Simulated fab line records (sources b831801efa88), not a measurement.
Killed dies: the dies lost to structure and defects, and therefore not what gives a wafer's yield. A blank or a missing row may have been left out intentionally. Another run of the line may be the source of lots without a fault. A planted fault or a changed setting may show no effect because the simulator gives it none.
8D (eight disciplines) problem report, filled in by code | flow gf180mcu | the parts of the form that need people (team, actions taken, sign-off) are left out

== 1. THE ISSUE ==
GF_SAB_WET_ETCH_12, run_length_s: mean 271 s on 3 wafers (1 lot); fault-free wafers 469 s, standard deviation 3.9. That puts it -51 standard deviations away from the usual mean.
The step: etches SiO2 in dHF, target depth 22 nm, time 440 s.
The first sign was on wafer L882.1 at day 16 10:51, on wet_bench-04. Wafers with a number at this step in the record: 39, from 13 lots. Rule for "out", or "out of limits": more than 4 standard deviations from the usual mean. The other wafers with a number count as sound.

== 2. WHAT IT IS AND WHAT IT IS NOT ==
question                    | is                     | is not
which readings at this step | run_length_s           | -
which lots                  | L882                   | L878, L879, L886, L887, L889, L891, L893, L894, L898, L899, L900, L901
which wafers of those lots  | all that have a number | -
read on which tools         | wet_bench-04           | wet_bench-01, wet_bench-02
when                        | from day 16 10:51      | up to then (6 sound wafers); but 30 sound wafers of L886, L887, L889, L891, L893, L894, L898, L899, L900, L901 came after

== 3. WHAT RULES OUT EACH SUSPECT ==
Counting: a tool at a process step up to the reading stays a suspect if it ran every lot that is out and no sound lot after the first of them.
- wet_bench-04 at GF_SAB_WET_ETCH_12 (etches SiO2 in dHF, target depth 22 nm, time 440 s): ruled out as a lasting fault. After its first lot that is out, L882 (day 16 10:51), sound lots L899, L901 ran on it.
Left after counting: nothing in the record.

== 4. THE CAUSE (what the simulator had put in) ==
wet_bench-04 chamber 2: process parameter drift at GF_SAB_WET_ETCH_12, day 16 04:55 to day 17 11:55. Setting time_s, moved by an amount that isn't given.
Counting ruled it out, wrongly.

== 5. THE CHAIN OF EFFECTS, in route order ==
Rows list readings where the struck wafers' mean (over those with a number) sits beyond 3 standard deviations from the usual. Readings are gone through only where the record gives a usual standard deviation; hours: the median, over the lots, of the time from a lot's start at the first step in this table giving one to that lot's start at this step; sigmas: the change measured in usual standard deviations.
hours | step               | reading      | usual | on struck wafers | change | sigmas
0     | GF_SAB_WET_ETCH_12 | run_length_s | 469 s | 271              | -198   | -51
Process steps it contains:
- GF_SAB_WET_ETCH_12: etches SiO2 in dHF, target depth 22 nm, time 440 s.
Later measuring or inspecting steps at which every struck wafer that the step has a row for has a number for every such reading, and none has moved that far: GF_CONTACT_THK_MEAS_01, GF_CONTACT_THK_MEAS_03.

== 6. WHAT WOULD HAVE CAUGHT IT SOONER ==
The fault began at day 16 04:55; the first out-of-limits reading in this record came at day 16 10:51, 6 hours later.
